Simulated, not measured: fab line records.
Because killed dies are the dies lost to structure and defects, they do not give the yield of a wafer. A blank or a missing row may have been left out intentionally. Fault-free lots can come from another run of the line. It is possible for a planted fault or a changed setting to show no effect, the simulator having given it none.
What tool caused it? :: flow sfqLine :: 14 lots, 41 wafers sampled, at 2 steps of a route of 325

== WHAT THE GAUGES SHOWED, per wafer ==
Not one reading of a measure or inspect step in the record can be checked against a usual standard deviation.

== WHICH TOOL RAN EACH LOT (tool, then ch and the chambers of the sampled wafers, then the start) ==
lot: L591
SFQ_TRILAYER_M2_LITHO_COAT_062: lithoTrack-02 ch 0, day 27 22:32
SFQ_TRILAYER_M2_BARC_OPEN_METAL_ETCH_077: rieMetal-03 ch 0,1, day 34 00:52

lot: L597
SFQ_TRILAYER_M2_LITHO_COAT_062: lithoTrack-03 ch 0, day 28 05:41
SFQ_TRILAYER_M2_BARC_OPEN_METAL_ETCH_077: rieMetal-01 ch 1, day 34 12:52

lot: L598
SFQ_TRILAYER_M2_LITHO_COAT_062: lithoTrack-03 ch 0, day 28 06:53
SFQ_TRILAYER_M2_BARC_OPEN_METAL_ETCH_077: rieMetal-02 ch 0,1, day 34 15:16

lot: L602
SFQ_TRILAYER_M2_LITHO_COAT_062: lithoTrack-03 ch 0, day 34 17:46
SFQ_TRILAYER_M2_BARC_OPEN_METAL_ETCH_077: rieMetal-03 ch 0,1, day 40 09:13

lot: L603
SFQ_TRILAYER_M2_LITHO_COAT_062: lithoTrack-04 ch 0, day 35 02:08
SFQ_TRILAYER_M2_BARC_OPEN_METAL_ETCH_077: rieMetal-01 ch 0,1, day 40 18:49

lot: L604
SFQ_TRILAYER_M2_LITHO_COAT_062: lithoTrack-03 ch 0, day 35 16:35
SFQ_TRILAYER_M2_BARC_OPEN_METAL_ETCH_077: rieMetal-01 ch 0,1, day 41 08:02

lot: L605
SFQ_TRILAYER_M2_LITHO_COAT_062: lithoTrack-04 ch 0, day 36 02:08
SFQ_TRILAYER_M2_BARC_OPEN_METAL_ETCH_077: rieMetal-03 ch 0,1, day 41 18:49

lot: L606
SFQ_TRILAYER_M2_LITHO_COAT_062: lithoTrack-02 ch 0, day 36 04:56
SFQ_TRILAYER_M2_BARC_OPEN_METAL_ETCH_077: rieMetal-02 ch 1, day 41 21:13

lot: L607
SFQ_TRILAYER_M2_LITHO_COAT_062: lithoTrack-04 ch 0, day 36 09:44
SFQ_TRILAYER_M2_BARC_OPEN_METAL_ETCH_077: rieMetal-02 ch 0,1, day 42 04:25

lot: L608
SFQ_TRILAYER_M2_LITHO_COAT_062: lithoTrack-02 ch 0, day 36 10:53
SFQ_TRILAYER_M2_BARC_OPEN_METAL_ETCH_077: rieMetal-01 ch 0,1, day 42 05:37

lot: L609
SFQ_TRILAYER_M2_LITHO_COAT_062: lithoTrack-04 ch 0, day 37 20:43
SFQ_TRILAYER_M2_BARC_OPEN_METAL_ETCH_077: rieMetal-01 ch 0,1, day 43 11:46

lot: L611
SFQ_TRILAYER_M2_LITHO_COAT_062: lithoTrack-02 ch 0, day 39 06:25
SFQ_TRILAYER_M2_BARC_OPEN_METAL_ETCH_077: rieMetal-01 ch 0,1, day 45 03:09

lot: L612
SFQ_TRILAYER_M2_LITHO_COAT_062: lithoTrack-02 ch 0, day 39 17:56
SFQ_TRILAYER_M2_BARC_OPEN_METAL_ETCH_077: rieMetal-03 ch 0,1, day 45 16:27

lot: L613
SFQ_TRILAYER_M2_LITHO_COAT_062: lithoTrack-03 ch 0, day 40 02:52
SFQ_TRILAYER_M2_BARC_OPEN_METAL_ETCH_077: rieMetal-03 ch 0,1, day 46 04:19
- SFQ_TRILAYER_M2_LITHO_COAT_062: resist thk 62 nm.
- SFQ_TRILAYER_M2_BARC_OPEN_METAL_ETCH_077: etches BARC in O2, target depth 125 nm, time 41.7 s.

== AS READ BY THE TOOLS THEMSELVES (means over the sampled wafers that have a number; for cases with no such wafer, the mark the record gives instead) ==
SFQ_TRILAYER_M2_LITHO_COAT_062.
lot: L591
tool: lithoTrack-02
exhaustPa (Pa): 46.0

lot: L597
tool: lithoTrack-03
exhaustPa (Pa): 44.7

lot: L598
tool: lithoTrack-03
exhaustPa (Pa): 44.8

lot: L602
tool: lithoTrack-03
exhaustPa (Pa): 45.9

lot: L603
tool: lithoTrack-04
exhaustPa (Pa): 44.5

lot: L604
tool: lithoTrack-03
exhaustPa (Pa): 45.0

lot: L605
tool: lithoTrack-04
exhaustPa (Pa): 45.2

lot: L606
tool: lithoTrack-02
exhaustPa (Pa): 45.8

lot: L607
tool: lithoTrack-04
exhaustPa (Pa): 46.4

lot: L608
tool: lithoTrack-02
exhaustPa (Pa): 44.9

lot: L609
tool: lithoTrack-04
exhaustPa (Pa): 45.4

lot: L611
tool: lithoTrack-02
exhaustPa (Pa): 46.8

lot: L612
tool: lithoTrack-02
exhaustPa (Pa): 45.1

lot: L613
tool: lithoTrack-03
exhaustPa (Pa): 43.2

SFQ_TRILAYER_M2_BARC_OPEN_METAL_ETCH_077.
lot: L591
tool: rieMetal-03
drypumpMotorCurrentA (A): 6.3
heBacksideLeakSccm (sccm): 3.5
oesProductAu (a.u.): 0.685

lot: L597
tool: rieMetal-01
drypumpMotorCurrentA (A): 5.3
heBacksideLeakSccm (sccm): 3.5
oesProductAu (a.u.): 0.697

lot: L598
tool: rieMetal-02
drypumpMotorCurrentA (A): 5.7
heBacksideLeakSccm (sccm): 3.3
oesProductAu (a.u.): 0.695

lot: L602
tool: rieMetal-03
drypumpMotorCurrentA (A): 6.3
heBacksideLeakSccm (sccm): 3.5
oesProductAu (a.u.): 0.682

lot: L603
tool: rieMetal-01
drypumpMotorCurrentA (A): 5.4
heBacksideLeakSccm (sccm): 3.3
oesProductAu (a.u.): 0.682

lot: L604
tool: rieMetal-01
drypumpMotorCurrentA (A): 5.4
heBacksideLeakSccm (sccm): 3.5
oesProductAu (a.u.): 0.683

lot: L605
tool: rieMetal-03
drypumpMotorCurrentA (A): 6.5
heBacksideLeakSccm (sccm): 3.5
oesProductAu (a.u.): 0.684

lot: L606
tool: rieMetal-02
drypumpMotorCurrentA (A): 6.2
heBacksideLeakSccm (sccm): 3.3
oesProductAu (a.u.): 0.686

lot: L607
tool: rieMetal-02
drypumpMotorCurrentA (A): 6.0
heBacksideLeakSccm (sccm): 3.9
oesProductAu (a.u.): 0.687

lot: L608
tool: rieMetal-01
drypumpMotorCurrentA (A): 5.5
heBacksideLeakSccm (sccm): 3.5
oesProductAu (a.u.): 0.685

lot: L609
tool: rieMetal-01
drypumpMotorCurrentA (A): 5.5
heBacksideLeakSccm (sccm): 3.7
oesProductAu (a.u.): 0.684

lot: L611
tool: rieMetal-01
drypumpMotorCurrentA (A): 5.4
heBacksideLeakSccm (sccm): 3.4
oesProductAu (a.u.): 0.683

lot: L612
tool: rieMetal-03
drypumpMotorCurrentA (A): 6.3
heBacksideLeakSccm (sccm): 3.5
oesProductAu (a.u.): 0.684

lot: L613
tool: rieMetal-03
drypumpMotorCurrentA (A): 6.4
heBacksideLeakSccm (sccm): 3.5
oesProductAu (a.u.): 0.681

== THE ANSWER, worked out from the rows above alone ==
Rule: the lots themselves supply what counts as usual. Put in order of their means at a reading, lots are off if they are a third of the lots or fewer, leave a main group of 4 or more, and stand apart from it by a gap of 3 or more times the standard deviation of the main group's means; of several such gaps the widest counts. A main group whose means are all the same, to the digits that the tables above print for the reading, isn't used. Also off: a lot with no number at a reading for which 4 or more lots have one. Any other lot the step has rows for is counted as sound. After the gauges, taken in route order, come the tools' own readings; for these a lot's mean is taken, as printed above. At the first step where some lot is off, the reading lying furthest off is the one used; lots without a number count as furthest.
Off, at SFQ_TRILAYER_M2_BARC_OPEN_METAL_ETCH_077 on oesProductAu: L597, L598. For the main group the mean is 0.684 a.u. and the standard deviation 0.0017.
A tool fits if, at that step or a process step before it, it ran every lot that is off, and no sound lot after the first of them. Not one of the candidates tried fits.

== WHAT THE SIMULATOR HAD INSERTED ==
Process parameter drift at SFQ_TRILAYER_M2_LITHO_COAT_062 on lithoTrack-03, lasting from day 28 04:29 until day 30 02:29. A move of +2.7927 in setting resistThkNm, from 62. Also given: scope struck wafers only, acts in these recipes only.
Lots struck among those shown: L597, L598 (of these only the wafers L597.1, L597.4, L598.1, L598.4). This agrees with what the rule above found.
